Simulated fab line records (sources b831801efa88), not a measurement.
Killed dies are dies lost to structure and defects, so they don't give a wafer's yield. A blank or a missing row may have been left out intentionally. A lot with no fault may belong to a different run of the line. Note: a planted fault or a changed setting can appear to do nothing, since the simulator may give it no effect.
Which tool was responsible? | flow sky130 | 39 wafers from 13 lots sampled at 5 of the route's 708 steps

## WHAT EACH GAUGE READ, for each wafer
SKY_FIELD_ISO_THK_MEAS_23.
lot  | measured    | on            | FIELD_ISO_OXIDATION_01_THK (nm)
L380 | day 2 17:10 | film-metro-04 | 10.08 10.24 10.07
L381 | day 3 07:02 | film-metro-04 | 10.08 10.08 9.87
L382 | day 3 07:03 | film-metro-01 | 10.02 9.84 9.77
L383 | day 3 16:55 | film-metro-04 | 10.20 10.20 10.16
L384 | day 3 16:55 | film-metro-01 | 9.87 9.80 9.94
L385 | day 4 02:29 | film-metro-03 | 10.22 10.32 10.06
L388 | day 4 11:02 | film-metro-04 | 9.98 9.77 9.81
L390 | day 4 20:51 | film-metro-01 | 10.34 10.14 10.22
L391 | day 5 02:31 | film-metro-01 | 10.24 10.25 10.10
L394 | day 5 12:27 | film-metro-04 | 10.39 10.53 10.21
L395 | day 5 21:05 | film-metro-03 | 10.00 10.12 9.99
L397 | day 6 06:13 | film-metro-01 | 10.37 10.28 10.27
L398 | day 6 10:58 | film-metro-01 | 10.30 10.00 10.03

SKY_SONOS_TUNNEL_CD_MEAS_07 targets a cd of 410 nm.
lot  | measured     | on        | cd-nm (nm)
L380 | day 12 14:27 | cd-sem-01 | 407.3 407.7 406.5
L381 | day 13 13:48 | cd-sem-02 | 407.0 409.9 409.3
L382 | day 13 11:34 | cd-sem-02 | 405.6 406.7 406.5
L383 | day 14 04:39 | cd-sem-02 | 410.8 410.5 410.7
L384 | day 14 04:24 | cd-sem-01 | 409.7 410.2 410.0
L385 | day 14 18:22 | cd-sem-01 | 410.3 408.9 407.7
L388 | day 15 02:26 | cd-sem-01 | 409.9 409.9 410.5
L390 | day 15 15:02 | cd-sem-01 | 411.7 409.2 411.3
L391 | day 15 19:30 | cd-sem-01 | 408.5 405.6 407.6
L394 | day 16 08:11 | cd-sem-02 | 409.9 408.0 411.3
L395 | day 16 19:55 | cd-sem-02 | 379.1 379.8 378.5 379.3 379.8 378.7
L397 | day 17 13:06 | cd-sem-02 | 379.8 379.7 379.0 379.7 379.8 378.8
L398 | day 17 17:51 | cd-sem-02 | 408.2 406.6 409.4

SKY_SONOS_ONO_OVL_MEAS_14.
lot  | measured     | on         | SONOS_ONO_OVL (nm)
L380 | day 13 20:13 | overlay-01 | 0.4 -0.8 -0.1
L381 | day 14 21:37 | overlay-01 | 0.2 1.7 -0.9
L382 | day 14 20:14 | overlay-01 | -2.5 -0.5 -1.0
L383 | day 15 14:10 | overlay-02 | 2.6 2.7 -1.2
L384 | day 15 12:37 | overlay-01 | -0.9 -0.2 -1.8
L385 | day 16 03:01 | overlay-01 | 1.7 1.6 2.1
L388 | day 16 10:44 | overlay-02 | 0.1 1.9 -0.7
L390 | day 17 00:50 | overlay-01 | 1.0 1.5 1.8
L391 | day 17 07:28 | overlay-02 | 1.4 2.5 0.5
L394 | day 17 21:38 | overlay-02 | -1.4 0.4 -0.5
L395 | day 18 08:18 | overlay-01 | 3.7 1.5 2.1
L397 | day 19 04:13 | overlay-01 | 1.7 1.6 1.6
L398 | day 19 03:40 | overlay-01 | 1.7 -1.4 -1.2

## EACH LOT AND THE TOOL THAT RAN IT (in order: tool; ch and the chambers of the sampled wafers; start)
lot  | SKY_VT_ADJUST_PCH_STRIP_09           | SKY_SONOS_TUNNEL_DEVELOP_06
L380 | plasma-asher-03 ch 0,1, day 11 14:25 | litho-track-01 ch 0, day 12 14:18
L381 | plasma-asher-03 ch 1, day 12 12:59   | litho-track-02 ch 0, day 13 13:39
L382 | plasma-asher-02 ch 0,1, day 12 10:38 | litho-track-01 ch 0, day 13 11:26
L383 | plasma-asher-03 ch 0,1, day 13 03:14 | litho-track-02 ch 0, day 14 04:30
L384 | plasma-asher-02 ch 0, day 13 02:53   | litho-track-01 ch 0, day 14 04:15
L385 | plasma-asher-02 ch 0,1, day 13 15:44 | litho-track-04 ch 0, day 14 18:12
L388 | plasma-asher-02 ch 0,1, day 14 00:13 | litho-track-02 ch 0, day 15 02:18
L390 | plasma-asher-02 ch 0,1, day 14 12:01 | litho-track-04 ch 0, day 15 14:54
L391 | plasma-asher-03 ch 0,1, day 14 16:14 | litho-track-04 ch 0, day 15 19:21
L394 | plasma-asher-02 ch 0,1, day 15 04:13 | litho-track-02 ch 0, day 16 08:03
L395 | plasma-asher-03 ch 0,1, day 15 15:59 | litho-track-04 ch 0, day 16 19:46
L397 | plasma-asher-03 ch 0,1, day 16 08:47 | litho-track-04 ch 0, day 17 12:57
L398 | plasma-asher-04 ch 0,1, day 16 13:05 | litho-track-02 ch 0, day 17 17:42
- SKY_VT_ADJUST_PCH_STRIP_09: strips in O2/N2.
- SKY_SONOS_TUNNEL_DEVELOP_06: develop time 60 s.

## AS READ BY THE TOOLS THEMSELVES (means over the sampled wafers that have a number; for cases with no such wafer, the mark the record gives instead)
SKY_VT_ADJUST_PCH_STRIP_09.
lot  | tool            | chamber-pressure-mTorr (mTorr) | drypump-motor-current-A (A) | oes-product-au (a.u.) | strip-time-to-endpoint-s (s)
L380 | plasma-asher-03 | 1501.7                         | 5.8                         | 0.723                 | 37.01
L381 | plasma-asher-03 | 1499.3                         | 5.6                         | 0.722                 | 36.94
L382 | plasma-asher-02 | 1499.7                         | 5.1                         | 0.722                 | 36.71
L383 | plasma-asher-03 | 1500.2                         | 5.8                         | 0.725                 | 37.02
L384 | plasma-asher-02 | 1500.2                         | 4.7                         | 0.720                 | 36.83
L385 | plasma-asher-02 | 1500.6                         | 5.2                         | 0.718                 | 36.86
L388 | plasma-asher-02 | 1499.5                         | 5.5                         | 0.719                 | 36.83
L390 | plasma-asher-02 | 1500.3                         | 5.5                         | 0.724                 | 37.07
L391 | plasma-asher-03 | 1500.1                         | 5.8                         | 0.720                 | 36.93
L394 | plasma-asher-02 | 1499.3                         | 5.5                         | 0.724                 | 36.71
L395 | plasma-asher-03 | 1498.8                         | 5.9                         | 0.719                 | 37.03
L397 | plasma-asher-03 | 1499.3                         | 5.8                         | 0.720                 | 36.87
L398 | plasma-asher-04 | 1500.6                         | 5.5                         | 0.721                 | 36.89

## THE ANSWER, worked out from the rows above alone
Rule: usual is defined by the lots themselves. The widest of any qualifying gaps counts: lots, ordered by their means at a reading, are off when they make up no more than a third of the lots, leave a main group of 4 or more, and stand apart from it by 3 or more times the standard deviation of that group's means. Not used: any main group whose means are identical at the precision the tables above print for the reading. Also off: a lot with no number at a reading for which 4 or more lots have one. Any other lot the step has rows for is counted as sound. After the gauges, taken in route order, come the tools' own readings; for these a lot's mean is taken, as printed above. At the first step where some lot is off, the reading lying furthest off is the one used; lots without a number count as furthest.
Off: L395, L397, at SKY_SONOS_TUNNEL_CD_MEAS_07 (cd-nm). Main group: mean 408.9 nm, sd 1.5.
A tool fits if, at a process step before that reading, it ran every lot that is off, and no sound lot after the first of them. Those tools and the gauges at SKY_SONOS_TUNNEL_CD_MEAS_07 are tried in the same way. 2 tools fit, plasma-asher-03 at SKY_VT_ADJUST_PCH_STRIP_09 and litho-track-04 at SKY_SONOS_TUNNEL_DEVELOP_06, so this cannot tell which one it is.

## WHAT THE SIMULATOR PUT IN
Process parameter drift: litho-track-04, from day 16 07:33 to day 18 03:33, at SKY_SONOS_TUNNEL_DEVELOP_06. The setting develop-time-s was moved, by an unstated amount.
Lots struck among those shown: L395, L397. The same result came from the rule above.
